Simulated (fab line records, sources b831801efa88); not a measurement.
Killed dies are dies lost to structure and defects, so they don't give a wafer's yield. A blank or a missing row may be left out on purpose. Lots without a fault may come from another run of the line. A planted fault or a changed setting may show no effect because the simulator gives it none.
fab line records | flow gf180mcu
record lots=24 wafers=72 last_day=34
route steps=602 shown M1@319 V1@359 M2@364 V2@396 M3@413
lots that met no fault: from a run of the same line without faults
start_h: hours from the record's first day to the start of the lot's first wafer shown | wait_h: hours since the lot's step before | " the same as in the row above | L1.1+2: a row that stands for several wafers | - no value, or no start given | * or withheld: withheld | < > ~ a bound
route shown NAME@n: a module of which the file shows steps, and the number in the route of the first | usual: mean/standard deviation of fault-free wafers | same: alike in all rows | chamber/n: place in a boat | sites: the reading at each site | _std_site: their standard deviation | _edge_site: outer sites' mean less inner sites' | radius_mm: how far each site lies from the wafer's centre | mask NAME#n: copy n | behind: the tool/chamber that last shaped the wafer | hold: why the lot was held/for how many hours/how that ended | device: the transistor (n, p or np) that didn't switch | end of line: the same wafers' tests at the end of the route | a step without rows: its recipe alone | killed: dies lost to structure and defects at the first sort, not the wafer's yield | map: a wafer's dies, x killed, . not, _ none there
set.NAME: the setting as run; set.NAME@STEP: as run at that earlier step | model.NAME: the simulator's own value behind a step, which no gauge read
steps of the route over a sample of lots; a table a step, a row a wafer
services: from which hour (start_h, from the record's first day; less than 0 if before it) a tool's chamber was out of use, for how many hours, and why
## steps
# step GF_M1_SPUTTER_04
# recipe material=TiN target_thk_nm=50 power_w=6500 time_s=41.7 chamber_pressure_pa=0.4
# usual cathode_dc_power_W=6499.9/1.2 throttle_valve_pct=30.1/1.1
# columns lot.wafer tool chamber start_h wait_h cathode_dc_power_W throttle_valve_pct
L074.4 pvd_sputter-01 - 364.56 0.0 6500.7 30.8
L074.5 " - " " 6498.8 30.7
L074.6 " - " " 6500.1 30.2
L075.1 pvd_sputter-02 - 371.13 0.0 6499.4 27.5
L075.2 " - " " 6499.7 30.8
L075.3 " - " " 6502.2 30.5
L076.1 pvd_sputter-01 - 380.33 0.0 6500.2 30.4
L076.4 " - " " 6500.9 30.6
L076.5 " - " " 6500.7 30.3
L077.2 pvd_sputter-02 - 389.84 0.0 6499.8 30.6
L077.3 " - " " 6499.1 30.6
L077.6 " - " " 6502.4 30.9
L078.2 pvd_sputter-04 - 399.96 0.0 6496.6 29.0
L078.3 " - " " 6501.0 29.2
L078.5 " - " " 6501.4 30.7
L079.2 pvd_sputter-02 - 411.68 0.0 6499.3 27.7
L079.5 " - " " 6501.0 30.6
L079.6 " - " " 6499.2 30.8
L080.1 pvd_sputter-01 - 425.78 0.0 6499.2 30.3
L080.2 " - " " 6499.5 30.2
L080.4 " - " " 6498.9 31.0
L081.1 pvd_sputter-04 - 426.98 0.0 6499.3 31.7
L081.4 " - " " 6502.4 29.4
L081.5 " - " " 6498.1 29.3
L082.1 pvd_sputter-01 - 442.94 0.0 6500.1 30.0
L082.4 " - " " 6498.9 31.3
L082.5 " - " " 6499.9 31.0
L083.1 pvd_sputter-01 - 458.76 0.0 6500.0 30.5
L083.4 " - " " 6500.6 30.6
L083.6 " - " " 6499.0 31.0
L084.2 pvd_sputter-04 - 460.95 0.0 6497.9 29.0
L084.3 " - " " 6497.4 28.9
L084.4 " - " " 6497.4 31.8
L085.2 pvd_sputter-04 - 467.99 0.0 6500.6 30.2
L085.4 " - " " 6501.4 29.4
L085.6 " - " " 6500.0 28.9
L086.1 pvd_sputter-04 - 471.37 0.0 6499.9 32.1
L086.3 " - " " 6499.8 30.7
L086.4 " - " " 6499.1 28.8
L087.1 pvd_sputter-01 - 489.08 0.0 6497.1 31.0
L087.2 " - " " 6501.4 30.4
L087.6 " - " " 6499.0 30.3
L088.1 pvd_sputter-02 - 494.60 0.0 6498.2 27.7
L088.2 " - " " 6498.0 30.4
L088.5 " - " " 6498.5 30.5
L089.2 pvd_sputter-04 - 502.96 0.0 6498.8 31.7
L089.5 " - " " 6499.4 29.8
L089.6 " - " " 6499.8 31.6
L090.1 pvd_sputter-04 - 513.49 0.0 6500.3 29.6
L090.2 " - " " 6498.5 28.7
L090.6 " - " " 6499.7 29.1
L091.3 pvd_sputter-04 - 518.14 0.0 6499.7 29.4
L091.4 " - " " 6499.0 28.7
L091.6 " - " " 6500.4 29.1
L092.1 pvd_sputter-02 - 523.73 0.0 6499.4 30.5
L092.3 " - " " 6499.6 27.9
L092.5 " - " " 6500.5 30.5
L093.1 pvd_sputter-04 - 536.11 0.0 6500.3 30.4
L093.2 " - " " 6497.4 31.6
L093.4 " - " " 6502.0 28.8
L094.2 pvd_sputter-02 - 542.62 0.0 6497.8 30.4
L094.4 " - " " 6499.7 30.5
L094.6 " - " " 6499.9 30.2
L095.1 pvd_sputter-04 - 545.81 0.0 6499.3 28.8
L095.3 " - " " 6501.0 29.4
L095.4 " - " " 6499.0 32.0
L096.3 pvd_sputter-04 - 556.72 0.0 6499.9 29.1
L096.4 " - " " 6501.3 32.0
L096.6 " - " " 6502.6 32.0
L097.2 pvd_sputter-02 - 567.41 0.0 6500.7 30.7
L097.5 " - " " 6501.7 27.8
L097.6 " - " " 6502.2 30.5
# step GF_V1_RS_MEAS_24
# recipe thk_meas_gauge=four-point-probe reads=W_of_V1_CVD_23+TiN_of_V1_SPUTTER_22+Ti_of_V1_SPUTTER_21
# usual V1_W_RS=0.325/0.0077
# columns lot.wafer tool chamber start_h wait_h V1_W_RS[ohm/sq]
L074.4 film_metro-04 - 412.83 0.1 0.316
L074.5 " - " " 0.312
L074.6 " - " " 0.322
L075.1 film_metro-04 - 420.03 0.1 0.325
L075.2 " - " " 0.319
L075.3 " - " " 0.325
L076.1 film_metro-02 - 430.61 0.1 0.317
L076.4 " - " " 0.320
L076.5 " - " " 0.328
L077.2 film_metro-02 - 439.89 0.1 0.336
L077.3 " - " " 0.336
L077.6 " - " " 0.333
L078.2 film_metro-04 - 450.91 0.1 0.346
L078.3 " - " " 0.344
L078.5 " - " " 0.342
L079.2 film_metro-03 - 462.96 0.1 0.336
L079.5 " - " " 0.333
L079.6 " - " " 0.334
L080.1 film_metro-03 - 476.84 0.1 0.333
L080.2 " - " " 0.330
L080.4 " - " " 0.336
L081.1 film_metro-02 - 478.10 0.1 0.326
L081.4 " - " " 0.326
L081.5 " - " " 0.328
L082.1 film_metro-04 - 494.02 0.1 0.327
L082.4 " - " " 0.330
L082.5 " - " " 0.325
L083.1 film_metro-04 - 509.13 0.1 0.329
L083.4 " - " " 0.335
L083.6 " - " " 0.326
L084.2 film_metro-04 - 511.43 0.1 0.326
L084.3 " - " " 0.316
L084.4 " - " " 0.325
L085.2 film_metro-02 - 518.48 0.1 0.320
L085.4 " - " " 0.330
L085.6 " - " " 0.319
L086.1 film_metro-04 - 521.08 0.1 0.318
L086.3 " - " " 0.319
L086.4 " - " " 0.327
L087.1 film_metro-02 - 538.91 0.1 0.317
L087.2 " - " " 0.326
L087.6 " - " " 0.317
L088.1 film_metro-04 - 543.68 0.1 0.332
L088.2 " - " " 0.320
L088.5 " - " " 0.315
L089.2 film_metro-04 - 550.57 0.1 0.316
L089.5 " - " " 0.315
L089.6 " - " " 0.332
L090.1 film_metro-04 - 562.17 0.1 0.330
L090.2 " - " " 0.317
L090.6 " - " " 0.332
L091.3 film_metro-04 - 566.72 0.1 0.331
L091.4 " - " " 0.316
L091.6 " - " " 0.315
L092.1 film_metro-04 - 572.14 0.1 0.320
L092.3 " - " " 0.328
L092.5 " - " " 0.321
L093.1 film_metro-04 - 583.75 0.2 0.318
L093.2 " - " " 0.319
L093.4 " - " " 0.318
L094.2 film_metro-03 - 589.80 0.1 0.324
L094.4 " - " " 0.314
L094.6 " - " " 0.323
L095.1 film_metro-02 - 593.03 0.1 0.317
L095.3 " - " " 0.319
L095.4 " - " " 0.325
L096.3 film_metro-04 - 601.53 0.1 0.319
L096.4 " - " " 0.323
L096.6 " - " " 0.322
L097.2 film_metro-03 - 613.48 0.1 0.322
L097.5 " - " " 0.334
L097.6 " - " " 0.320
# step GF_M2_SPUTTER_02
# recipe material=AlCu target_thk_nm=450 power_w=10600 time_s=23.9 chamber_pressure_pa=0.4
# usual cathode_dc_power_W=10600/2.1 throttle_valve_pct=30.0/0.78
# columns lot.wafer tool chamber start_h wait_h cathode_dc_power_W throttle_valve_pct
L074.4 pvd_sputter-04 - 413.38 0.0 10604 29.7
L074.5 " - " " 10598 28.9
L074.6 " - " " 10603 30.5
L075.1 pvd_sputter-04 - 420.64 0.0 10601 30.4
L075.2 " - " " 10602 29.5
L075.3 " - " " 10600 31.9
L076.1 pvd_sputter-03 - 431.22 0.0 10600 30.2
L076.4 " - " " 10603 29.0
L076.5 " - " " 10600 29.8
L077.2 pvd_sputter-04 - 440.48 0.0 10600 30.3
L077.3 " - " " 10600 29.1
L077.6 " - " " 10600 30.4
L078.2 pvd_sputter-04 - 451.50 0.0 10601 31.9
L078.3 " - " " 10599 30.3
L078.5 " - " " 10598 30.4
L079.2 pvd_sputter-04 - 463.55 0.0 10599 31.6
L079.5 " - " " 10602 30.5
L079.6 " - " " 10603 31.8
L080.1 pvd_sputter-01 - 477.45 0.0 10600 30.5
L080.2 " - " " 10598 30.1
L080.4 " - " " 10599 30.2
L081.1 pvd_sputter-03 - 478.71 0.0 10600 29.6
L081.4 " - " " 10599 29.4
L081.5 " - " " 10597 29.7
L082.1 pvd_sputter-03 - 494.63 0.0 10599 29.4
L082.4 " - " " 10598 29.6
L082.5 " - " " 10600 29.0
L083.1 pvd_sputter-01 - 509.75 0.0 10598 30.1
L083.4 " - " " 10601 30.4
L083.6 " - " " 10605 30.1
L084.2 pvd_sputter-03 - 512.03 0.0 10599 29.7
L084.3 " - " " 10602 29.2
L084.4 " - " " 10603 30.1
L085.2 pvd_sputter-03 - 519.08 0.0 10598 29.2
L085.4 " - " " 10600 29.7
L085.6 " - " " 10599 29.6
L086.1 pvd_sputter-03 - 522.18 0.0 10601 29.4
L086.3 " - " " 10601 30.5
L086.4 " - " " 10599 30.0
L087.1 pvd_sputter-04 - 539.52 0.0 10601 30.3
L087.2 " - " " 10598 31.7
L087.6 " - " " 10599 31.8
L088.1 pvd_sputter-01 - 544.29 0.0 10598 30.1
L088.2 " - " " 10602 30.4
L088.5 " - " " 10598 30.2
L089.2 pvd_sputter-03 - 551.16 0.0 10600 30.3
L089.5 " - " " 10601 30.2
L089.6 " - " " 10600 29.9
L090.1 pvd_sputter-01 - 562.78 0.0 10603 30.3
L090.2 " - " " 10604 30.8
L090.6 " - " " 10602 30.1
L091.3 pvd_sputter-04 - 567.96 0.0 10601 31.8
L091.4 " - " " 10603 30.4
L091.6 " - " " 10597 28.8
L092.1 pvd_sputter-03 - 572.76 0.0 10597 30.0
L092.3 " - " " 10604 29.5
L092.5 " - " " 10604 30.3
L093.1 pvd_sputter-01 - 584.36 0.0 10600 30.6
L093.2 " - " " 10601 30.3
L093.4 " - " " 10599 30.3
L094.2 pvd_sputter-03 - 590.39 0.0 10597 30.1
L094.4 " - " " 10602 29.4
L094.6 " - " " 10599 29.7
L095.1 pvd_sputter-03 - 593.64 0.0 10601 29.3
L095.3 " - " " 10599 30.0
L095.4 " - " " 10598 29.5
L096.3 pvd_sputter-04 - 602.11 0.0 10597 28.9
L096.4 " - " " 10601 31.6
L096.6 " - " " 10601 31.8
L097.2 pvd_sputter-04 - 614.07 0.0 10599 28.9
L097.5 " - " " 10601 28.8
L097.6 " - " " 10598 30.4
# step GF_M2_SPUTTER_03
# recipe material=Ti target_thk_nm=10 substrate_temp_c=300 chamber_pressure_pa=0.3 power_w=3000 time_s=6.7
# usual cathode_dc_power_W=3000.0/0.59 throttle_valve_pct=30.1/0.77
# columns lot.wafer tool chamber start_h wait_h cathode_dc_power_W throttle_valve_pct
L074.4 pvd_sputter-04 - 413.41 0.0 3000.7 29.0
L074.5 " - " " 3000.5 28.6
L074.6 " - " " 2999.0 30.6
L075.1 pvd_sputter-04 - 420.67 0.0 2999.9 30.1
L075.2 " - " " 2999.1 29.4
L075.3 " - " " 2999.4 31.7
L076.1 pvd_sputter-03 - 431.25 0.0 2999.6 30.2
L076.4 " - " " 2999.2 29.3
L076.5 " - " " 3000.1 29.8
L077.2 pvd_sputter-04 - 440.51 0.0 3000.2 30.4
L077.3 " - " " 3000.2 28.8
L077.6 " - " " 3000.6 30.5
L078.2 pvd_sputter-04 - 451.53 0.0 2999.2 31.9
L078.3 " - " " 2999.6 30.6
L078.5 " - " " 3000.6 30.5
L079.2 pvd_sputter-04 - 463.58 0.0 3000.9 31.7
L079.5 " - " " 2999.5 30.4
L079.6 " - " " 3000.6 31.7
L080.1 pvd_sputter-01 - 477.48 0.0 2999.8 30.3
L080.2 " - " " 3000.4 30.2
L080.4 " - " " 2999.2 30.2
L081.1 pvd_sputter-03 - 478.74 0.0 2999.3 29.7
L081.4 " - " " 3000.2 29.3
L081.5 " - " " 2999.7 29.6
L082.1 pvd_sputter-03 - 494.66 0.0 3000.5 29.6
L082.4 " - " " 2999.8 29.4
L082.5 " - " " 2999.9 28.9
L083.1 pvd_sputter-01 - 509.78 0.0 3000.5 30.4
L083.4 " - " " 3001.2 30.5
L083.6 " - " " 2999.9 30.2
L084.2 pvd_sputter-03 - 512.06 0.0 3000.2 29.8
L084.3 " - " " 3000.4 29.4
L084.4 " - " " 2999.8 30.4
L085.2 pvd_sputter-03 - 519.11 0.0 3000.9 29.2
L085.4 " - " " 3000.6 29.7
L085.6 " - " " 2999.1 29.7
L086.1 pvd_sputter-03 - 522.21 0.0 3000.3 28.9
L086.3 " - " " 2999.4 30.4
L086.4 " - " " 2999.0 30.1
L087.1 pvd_sputter-04 - 539.55 0.0 2999.5 30.4
L087.2 " - " " 2999.5 31.6
L087.6 " - " " 3000.5 31.7
L088.1 pvd_sputter-01 - 544.32 0.0 3000.0 30.0
L088.2 " - " " 3001.2 30.2
L088.5 " - " " 2999.1 30.0
L089.2 pvd_sputter-03 - 551.19 0.0 2999.7 30.1
L089.5 " - " " 2999.9 30.0
L089.6 " - " " 2999.0 29.9
L090.1 pvd_sputter-01 - 562.81 0.0 3000.0 30.0
L090.2 " - " " 2998.8 30.8
L090.6 " - " " 3000.3 30.1
L091.3 pvd_sputter-04 - 567.99 0.0 3000.2 31.6
L091.4 " - " " 3000.0 30.4
L091.6 " - " " 3000.6 29.2
L092.1 pvd_sputter-03 - 572.79 0.0 3000.2 30.1
L092.3 " - " " 2999.3 29.9
L092.5 " - " " 3000.3 30.4
L093.1 pvd_sputter-01 - 584.39 0.0 3001.5 30.2
L093.2 " - " " 3000.7 30.2
L093.4 " - " " 3000.3 30.1
L094.2 pvd_sputter-03 - 590.42 0.0 2999.0 30.1
L094.4 " - " " 3000.3 29.2
L094.6 " - " " 3000.8 29.7
L095.1 pvd_sputter-03 - 593.67 0.0 3000.5 29.1
L095.3 " - " " 3000.2 30.2
L095.4 " - " " 3000.5 29.4
L096.3 pvd_sputter-04 - 602.14 0.0 2999.2 29.0
L096.4 " - " " 2999.8 32.0
L096.6 " - " " 3001.0 31.6
L097.2 pvd_sputter-04 - 614.10 0.0 3000.0 28.8
L097.5 " - " " 3000.4 28.9
L097.6 " - " " 3000.7 30.4
# step GF_V2_CD_MEAS_14
# recipe target_cd_nm=260
# usual cd_nm=260.1/1.5
# columns lot.wafer tool chamber start_h wait_h cd_nm
L074.4 cd_sem-01 - 463.96 0.1 258.6
L074.5 " - " " 258.2
L074.6 " - " " 258.3
L075.1 cd_sem-01 - 470.65 0.1 261.8
L075.2 " - " " 261.6
L075.3 " - " " 260.2
L076.1 cd_sem-01 - 481.68 0.1 261.9
L076.4 " - " " 261.5
L076.5 " - " " 262.8
L077.2 cd_sem-02 - 490.39 0.1 260.0
L077.3 " - " " 259.8
L077.6 " - " " 260.7
L078.2 cd_sem-02 - 501.69 0.1 259.9
L078.3 " - " " 260.3
L078.5 " - " " 260.1
L079.2 cd_sem-01 - 512.85 0.1 262.5
L079.5 " - " " 261.9
L079.6 " - " " 263.5
L080.1 cd_sem-02 - 525.55 0.1 258.9
L080.2 " - " " 259.5
L080.4 " - " " 258.9
L081.1 cd_sem-02 - 527.13 0.1 261.1
L081.4 " - " " 260.5
L081.5 " - " " 261.4
L082.1 cd_sem-02 - 543.52 0.1 262.3
L082.4 " - " " 262.5
L082.5 " - " " 262.0
L083.1 cd_sem-01 - 557.03 0.1 258.5
L083.4 " - " " 259.2
L083.6 " - " " 259.7
L084.2 cd_sem-02 - 559.87 0.1 259.8
L084.3 " - " " 260.6
L084.4 " - " " 261.5
L085.2 cd_sem-01 - 565.85 0.1 259.8
L085.4 " - " " 259.0
L085.6 " - " " 258.7
L086.1 cd_sem-01 - 568.92 0.1 260.0
L086.3 " - " " 261.1
L086.4 " - " " 260.2
L087.1 cd_sem-01 - 585.48 0.1 260.4
L087.2 " - " " 261.0
L087.6 " - " " 260.6
L088.1 cd_sem-01 - 589.65 0.1 260.1
L088.2 " - " " 259.8
L088.5 " - " " 259.6
L089.2 cd_sem-01 - 595.50 0.1 258.4
L089.5 " - " " 258.0
L089.6 " - " " 257.0
L090.1 cd_sem-01 - 607.73 0.1 258.2
L090.2 " - " " 257.5
L090.6 " - " " 258.0
L091.3 cd_sem-02 - 611.77 0.1 258.8
L091.4 " - " " 259.7
L091.6 " - " " 259.1
L092.1 cd_sem-01 - 615.88 0.1 258.3
L092.3 " - " " 259.7
L092.5 " - " " 259.3
L093.1 cd_sem-01 - 626.62 0.1 261.9
L093.2 " - " " 261.9
L093.4 " - " " 263.8
L094.2 cd_sem-01 - 632.97 0.1 259.5
L094.4 " - " " 258.0
L094.6 " - " " 259.1
L095.1 cd_sem-01 - 636.74 0.2 260.1
L095.3 " - " " 259.4
L095.4 " - " " 260.2
L096.3 cd_sem-01 - 644.74 0.1 259.1
L096.4 " - " " 258.8
L096.6 " - " " 258.6
L097.2 cd_sem-01 - 656.42 0.1 261.4
L097.5 " - " " 261.4
L097.6 " - " " 259.9
# step GF_M3_SPUTTER_04
# recipe material=TiN target_thk_nm=50 power_w=6500 time_s=42.94 chamber_pressure_pa=0.4
# usual cathode_dc_power_W=6500.0/1.3 throttle_valve_pct=30.2/0.97
# columns lot.wafer tool chamber start_h wait_h cathode_dc_power_W throttle_valve_pct
L074.4 pvd_sputter-04 - 465.63 0.0 6502.3 32.0
L074.5 " - " " 6498.5 32.0
L074.6 " - " " 6501.0 30.4
L075.1 pvd_sputter-02 - 472.41 0.0 6499.6 30.2
L075.2 " - " " 6499.2 31.0
L075.3 " - " " 6500.2 27.9
L076.1 pvd_sputter-04 - 483.48 0.0 6499.6 29.0
L076.4 " - " " 6500.4 29.3
L076.5 " - " " 6500.5 29.1
L077.2 pvd_sputter-02 - 492.09 0.0 6499.6 30.7
L077.3 " - " " 6500.0 30.0
L077.6 " - " " 6502.3 27.9
L078.2 pvd_sputter-01 - 503.36 0.0 6501.4 30.3
L078.3 " - " " 6501.9 30.2
L078.5 " - " " 6500.5 30.3
L079.2 pvd_sputter-01 - 514.53 0.0 6501.3 30.7
L079.5 " - " " 6501.8 30.5
L079.6 " - " " 6500.7 30.5
L080.1 pvd_sputter-01 - 527.25 0.0 6499.5 30.2
L080.2 " - " " 6500.4 30.6
L080.4 " - " " 6502.2 30.8
L081.1 pvd_sputter-04 - 528.83 0.0 6500.3 32.0
L081.4 " - " " 6499.9 29.2
L081.5 " - " " 6499.5 29.2
L082.1 pvd_sputter-04 - 545.24 0.0 6499.2 30.4
L082.4 " - " " 6498.8 29.1
L082.5 " - " " 6497.5 30.4
L083.1 pvd_sputter-04 - 558.76 0.0 6500.0 31.9
L083.4 " - " " 6501.5 30.7
L083.6 " - " " 6499.6 29.2
L084.2 pvd_sputter-02 - 561.54 0.0 6499.0 30.3
L084.3 " - " " 6499.6 27.8
L084.4 " - " " 6499.0 30.6
L085.2 pvd_sputter-01 - 568.11 0.0 6499.2 30.4
L085.4 " - " " 6500.3 30.2
L085.6 " - " " 6499.2 30.3
L086.1 pvd_sputter-01 - 570.61 0.0 6500.7 30.9
L086.3 " - " " 6500.0 30.3
L086.4 " - " " 6496.9 30.3
L087.1 pvd_sputter-04 - 587.21 0.0 6500.0 29.5
L087.2 " - " " 6500.5 29.0
L087.6 " - " " 6500.7 29.4
L088.1 pvd_sputter-01 - 591.35 0.0 6501.0 30.2
L088.2 " - " " 6501.1 30.5
L088.5 " - " " 6498.6 30.1
L089.2 pvd_sputter-04 - 597.21 0.0 6499.8 28.7
L089.5 " - " " 6499.9 32.0
L089.6 " - " " 6500.5 30.8
L090.1 pvd_sputter-04 - 609.42 0.0 6499.0 29.5
L090.2 " - " " 6498.8 31.9
L090.6 " - " " 6499.8 29.2
L091.3 pvd_sputter-01 - 613.42 0.0 6500.7 30.1
L091.4 " - " " 6502.2 30.1
L091.6 " - " " 6497.9 30.2
L092.1 pvd_sputter-02 - 617.73 0.0 6501.1 30.9
L092.3 " - " " 6500.8 27.8
L092.5 " - " " 6499.7 30.6
L093.1 pvd_sputter-01 - 628.31 0.0 6501.5 30.3
L093.2 " - " " 6500.8 30.9
L093.4 " - " " 6501.8 30.3
L094.2 pvd_sputter-01 - 634.64 0.0 6499.4 30.9
L094.4 " - " " 6497.3 30.4
L094.6 " - " " 6499.1 31.0
L095.1 pvd_sputter-01 - 638.44 0.0 6500.4 30.0
L095.3 " - " " 6501.1 30.4
L095.4 " - " " 6500.1 31.1
L096.3 pvd_sputter-01 - 646.43 0.0 6500.3 30.9
L096.4 " - " " 6498.7 30.1
L096.6 " - " " 6499.1 30.4
L097.2 pvd_sputter-02 - 658.13 0.0 6499.7 30.4
L097.5 " - " " 6499.9 30.3
L097.6 " - " " 6500.1 27.8
## services
# columns tool chamber start_h hours kind
pvd_sputter-02 - 350.34 4.9 repair
pvd_sputter-01 - 391.13 4.3 repair
pvd_sputter-01 3 397.11 - consumable_replace:kit
pvd_sputter-01 3 397.11 18.0 scheduled_down
pvd_sputter-01 3 397.11 18.0 vent_cycle
pvd_sputter-01 - 429.76 3.0 repair
pvd_sputter-04 0 471.41 - consumable_replace:kit
pvd_sputter-04 0 471.41 18.0 scheduled_down
pvd_sputter-04 0 471.41 18.0 vent_cycle
pvd_sputter-01 - 478.90 2.3 repair
pvd_sputter-01 - 490.01 11.6 repair
pvd_sputter-03 2 500.17 - consumable_replace:kit
pvd_sputter-03 2 500.17 18.0 scheduled_down
pvd_sputter-03 2 500.17 18.0 vent_cycle
pvd_sputter-04 - 529.79 0.6 repair
pvd_sputter-01 2 584.45 - consumable_replace:kit
pvd_sputter-01 2 584.45 18.0 scheduled_down
pvd_sputter-01 2 584.45 18.0 vent_cycle
pvd_sputter-03 - 587.28 2.5 repair
pvd_sputter-02 - 602.87 5.4 repair
pvd_sputter-03 - 641.78 1.8 repair
pvd_sputter-04 3 644.97 - consumable_replace:kit
pvd_sputter-04 3 644.97 18.0 scheduled_down
pvd_sputter-04 3 644.97 18.0 vent_cycle
## key
fault none
